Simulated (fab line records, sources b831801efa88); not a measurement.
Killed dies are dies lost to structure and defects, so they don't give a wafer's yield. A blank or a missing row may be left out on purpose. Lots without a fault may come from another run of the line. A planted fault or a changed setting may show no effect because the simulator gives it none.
Which tool did it? | flow gf180mcu | 24 lots, 72 wafers sampled, at 3 steps of a route of 602

WHAT THE GAUGES READ, wafer by wafer
GF_V3_RS_MEAS_24: measures by four-point-probe.
lot  | measured     | on            | V3_W_RS (ohm/sq)
L074 | day 22 15:06 | film_metro-01 | 0.319 0.318 0.320
L075 | day 22 17:07 | film_metro-03 | 0.313 0.316 0.328
L076 | day 23 02:40 | film_metro-03 | 0.319 0.332 0.317
L077 | day 23 10:30 | film_metro-01 | 0.329 0.317 0.330
L078 | day 23 20:16 | film_metro-02 | 0.333 0.319 0.329
L080 | day 24 17:22 | film_metro-03 | 0.318 0.331 0.333
L079 | day 24 19:09 | film_metro-02 | 0.330 0.328 0.323
L081 | day 25 02:47 | film_metro-03 | 0.316 0.331 0.325
L082 | day 25 06:45 | film_metro-03 | 0.331 0.331 0.331
L083 | day 25 23:09 | film_metro-03 | 0.323 0.318 0.320
L084 | day 26 06:51 | film_metro-01 | 0.317 0.325 0.321
L085 | day 26 13:50 | film_metro-03 | 0.320 0.325 0.320
L086 | day 26 19:23 | film_metro-02 | 0.329 0.318 0.328
L087 | day 27 06:15 | film_metro-03 | 0.334 0.332 0.321
L088 | day 27 07:46 | film_metro-03 | 0.321 0.318 0.320
L089 | day 27 19:38 | film_metro-02 | 0.324 0.330 0.321
L090 | day 28 06:04 | film_metro-02 | 0.322 0.318 0.332
L091 | day 28 12:06 | film_metro-01 | 0.329 0.325 0.319
L092 | day 28 17:38 | film_metro-02 | 0.333 0.322 0.329
L094 | day 28 22:35 | film_metro-02 | 0.327 0.320 0.313
L093 | day 29 03:29 | film_metro-03 | 0.325 0.344 0.336
L095 | day 29 09:17 | film_metro-02 | 0.329 0.317 0.327
L096 | day 29 17:29 | film_metro-01 | 0.331 0.322 0.322
L097 | day 29 20:52 | film_metro-03 | 0.314 0.329 0.317

GF_M5_CD_MEAS_07: target cd 280 nm.
lot  | measured     | on        | cd_nm (nm)
L074 | day 26 12:47 | cd_sem-01 | 281.1 281.4 280.4
L075 | day 26 13:29 | cd_sem-02 | 280.9 280.3 281.1
L076 | day 26 21:29 | cd_sem-01 | 281.9 281.2 280.9
L077 | day 27 05:47 | cd_sem-01 | 278.2 277.7 278.8
L078 | day 27 13:56 | cd_sem-02 | 281.4 280.8 280.9
L080 | day 28 09:10 | cd_sem-02 | 278.4 280.6 280.6
L079 | day 28 10:41 | cd_sem-01 | 281.5 281.6 281.3
L081 | day 28 16:56 | cd_sem-02 | 279.2 280.1 280.3
L082 | day 28 20:26 | cd_sem-02 | 278.6 280.5 279.1
L083 | day 29 11:29 | cd_sem-02 | 277.8 278.3 279.7
L084 | day 29 16:42 | cd_sem-01 | 281.4 281.6 281.5
L085 | day 29 23:34 | cd_sem-02 | 278.2 278.4 278.7
L086 | day 30 06:22 | cd_sem-02 | 277.6 278.3 278.4
L087 | day 30 14:46 | cd_sem-01 | 280.9 281.2 280.1
L088 | day 30 16:26 | cd_sem-02 | 280.8 280.6 280.4
L089 | day 31 03:52 | cd_sem-01 | 278.8 278.4 278.4
L090 | day 31 13:42 | cd_sem-01 | 280.3 280.6 279.9
L091 | day 31 18:33 | cd_sem-01 | 280.2 281.0 278.8
L092 | day 31 23:13 | cd_sem-01 | 279.0 280.8 278.3
L094 | day 32 02:56 | cd_sem-01 | 279.8 279.8 279.1
L093 | day 32 07:43 | cd_sem-01 | 280.6 280.6 279.9
L095 | day 32 11:32 | cd_sem-01 | 280.3 281.3 280.8
L096 | day 32 20:10 | cd_sem-02 | 279.8 279.6 281.2
L097 | day 32 22:37 | cd_sem-02 | 279.9 279.1 277.1

WHICH TOOL RAN EACH LOT (tool, then ch and the chambers of the sampled wafers, then the start)
lot  | GF_M3_STRIP_17
L074 | plasma_asher-01 ch 0,1, day 21 13:40
L075 | plasma_asher-02 ch 0,1, day 21 15:02
L076 | plasma_asher-02 ch 0,1, day 22 00:44
L077 | plasma_asher-03 ch 0,1, day 22 09:27
L078 | plasma_asher-03 ch 1, day 22 19:14
L080 | plasma_asher-01 ch 0,1, day 23 16:45
L079 | plasma_asher-02 ch 0,1, day 23 18:31
L081 | plasma_asher-01 ch 0,1, day 24 00:55
L082 | plasma_asher-02 ch 0,1, day 24 07:07
L083 | plasma_asher-01 ch 0,1, day 24 23:32
L084 | plasma_asher-01 ch 0,1, day 25 07:45
L085 | plasma_asher-01 ch 0,1, day 25 15:06
L086 | plasma_asher-01 ch 0,1, day 25 20:07
L087 | plasma_asher-01 ch 0,1, day 26 07:17
L088 | plasma_asher-03 ch 0,1, day 26 08:41
L089 | plasma_asher-03 ch 0,1, day 26 20:50
L090 | plasma_asher-02 ch 0,1, day 27 07:40
L091 | plasma_asher-03 ch 0,1, day 27 14:01
L092 | plasma_asher-03 ch 0,1, day 27 19:41
L094 | plasma_asher-02 ch 0,1, day 28 00:34
L093 | plasma_asher-03 ch 0,1, day 28 05:35
L095 | plasma_asher-03 ch 0,1, day 28 11:58
L096 | plasma_asher-03 ch 0, day 28 20:08
L097 | plasma_asher-02 ch 0,1, day 28 23:55
- GF_M3_STRIP_17: strips in O2/N2.

WHAT THE TOOLS THEMSELVES READ (means of the sampled wafers that have a number; where no wafer has one, the mark that the record gives instead)
GF_M3_STRIP_17.
lot  | tool            | chamber_pressure_mTorr (mTorr) | drypump_motor_current_A (A) | heater_power_w (W) | oes_product_au (a.u.) | strip_time_to_endpoint_s (s)
L074 | plasma_asher-01 | 1500.3                         | 5.9                         | 349                | 0.539                 | 7.36
L075 | plasma_asher-02 | 1500.7                         | 5.4                         | 360                | 0.538                 | 7.42
L076 | plasma_asher-02 | 1500.9                         | 5.8                         | 380                | 0.540                 | 7.35
L077 | plasma_asher-03 | 1500.1                         | 5.5                         | 332                | 0.535                 | 7.36
L078 | plasma_asher-03 | 1498.8                         | 4.7                         | 304                | 0.536                 | 7.37
L080 | plasma_asher-01 | 1499.5                         | 5.8                         | 347                | 0.535                 | 7.36
L079 | plasma_asher-02 | 1500.2                         | 5.5                         | 358                | 0.542                 | 7.45
L081 | plasma_asher-01 | 1500.1                         | 5.9                         | 346                | 0.539                 | 7.44
L082 | plasma_asher-02 | 1500.0                         | 5.4                         | 359                | 0.538                 | 7.37
L083 | plasma_asher-01 | 1501.4                         | 5.8                         | 344                | 0.532                 | 7.29
L084 | plasma_asher-01 | 1500.1                         | 5.9                         | 350                | 0.531                 | 7.33
L085 | plasma_asher-01 | 1500.8                         | 5.8                         | 344                | 0.538                 | 7.35
L086 | plasma_asher-01 | 1499.2                         | 5.8                         | 347                | 0.537                 | 7.30
L087 | plasma_asher-01 | 1500.7                         | 6.0                         | 354                | 0.537                 | 7.37
L088 | plasma_asher-03 | 1498.9                         | 5.1                         | 311                | 0.538                 | 7.37
L089 | plasma_asher-03 | 1498.8                         | 5.6                         | 330                | 0.539                 | 7.39
L090 | plasma_asher-02 | 1500.9                         | 5.8                         | 377                | 0.538                 | 7.35
L091 | plasma_asher-03 | 1499.4                         | 5.1                         | 317                | 0.545                 | 7.40
L092 | plasma_asher-03 | 1500.7                         | 5.5                         | 327                | 0.541                 | 7.37
L094 | plasma_asher-02 | 1500.2                         | 5.8                         | 377                | 0.536                 | 7.34
L093 | plasma_asher-03 | 1499.8                         | 5.1                         | 317                | 0.535                 | 7.35
L095 | plasma_asher-03 | 1499.9                         | 5.5                         | 329                | 0.534                 | 7.38
L096 | plasma_asher-03 | 1501.7                         | 5.9                         | 342                | 0.538                 | 7.41
L097 | plasma_asher-02 | 1499.2                         | 5.4                         | 357                | 0.539                 | 7.35

THE ANSWER, worked out from the rows above alone
Rule: what is usual is taken from the lots themselves. Put in order of their means at a reading, lots are off if they are a third of the lots or fewer, leave a main group of 4 or more, and stand apart from it by a gap of 3 or more times the standard deviation of the main group's means; of several such gaps the widest counts. A main group whose means are all the same, to the digits that the tables above print for the reading, isn't used. A lot without any number at a reading at which 4 lots or more have one is off too. The other lots that the step has rows for count as sound. The gauges are gone through in route order, then the tools' own readings, and for those a lot's mean is taken as printed above. The first step at which some lot is off is used, and at that step the reading that is off furthest; a lot without a number counts as furthest.
No lot is off at any reading shown: from this, nothing can be told.

WHAT THE SIMULATOR HAD PUT IN
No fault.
